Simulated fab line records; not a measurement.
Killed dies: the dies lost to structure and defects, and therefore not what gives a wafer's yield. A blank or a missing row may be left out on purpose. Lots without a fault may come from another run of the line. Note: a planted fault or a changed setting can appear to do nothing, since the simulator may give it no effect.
2 desks looking at one fault | flow sky130 | each desk holds nothing but its own numbers, with what lay behind them at the end

DESK OF THE TOOL OWNER: pvdSputter-02
The tool's own readings at SKY_METAL4_SPUTTER_02 (material AlCu, target thk 735 nm, time 39.1 s): means of the sampled wafers that have a number, for each lot that ran on this tool. Marked OUT: a lot whose mean sits more than 4 standard deviations from the usual mean, which makes it out of limits; the brackets give that distance.
Columns: A = throttleValvePct at SKY_METAL4_SPUTTER_02, usual 30.1 %
lot  | first seen here | A
L926 | day 40 01:16    | 29.2
L927 | day 40 17:42    | 28.9
L930 | day 41 06:56    | 29.3
L931 | day 41 16:47    | 29.5
L932 | day 41 22:24    | 29.4
L933 | day 42 00:41    | 29.1
L940 | day 44 07:16    | 29.7
L942 | day 45 11:16    | 28.8
Finding of this desk: none of the 8 lots has anything out of limits.

AT THE METROLOGY DESK
What the gauges read for every lot (on any tool): the sampled wafers with a number, averaged. Marked OUT: a lot whose mean sits more than 4 standard deviations from the usual mean, which makes it out of limits; the brackets give that distance.
Columns: A = PASSIVATION_CVD_02_THK at SKY_PASSIVATION_THK_MEAS_03, usual 542 nm
lot  | first seen here | A
L926 | day 44 03:45    | 540
L927 | day 44 17:58    | 542
L928 | day 44 21:50    | 539
L930 | day 45 05:56    | 541
L931 | day 45 14:27    | 543
L932 | day 45 20:37    | 536
L933 | day 45 22:11    | 541
L934 | day 46 07:27    | 541
L935 | day 46 23:33    | 543
L940 | day 47 23:19    | 541
L942 | day 48 23:37    | 551
L948 | day 49 17:34    | 542
Finding of this desk: none of the 12 lots has anything out of limits.

PUT TOGETHER
The tool owner's desk saw nothing out of limits.
The metrology desk saw nothing out of limits.

WHAT THE SIMULATOR HAD PUT IN
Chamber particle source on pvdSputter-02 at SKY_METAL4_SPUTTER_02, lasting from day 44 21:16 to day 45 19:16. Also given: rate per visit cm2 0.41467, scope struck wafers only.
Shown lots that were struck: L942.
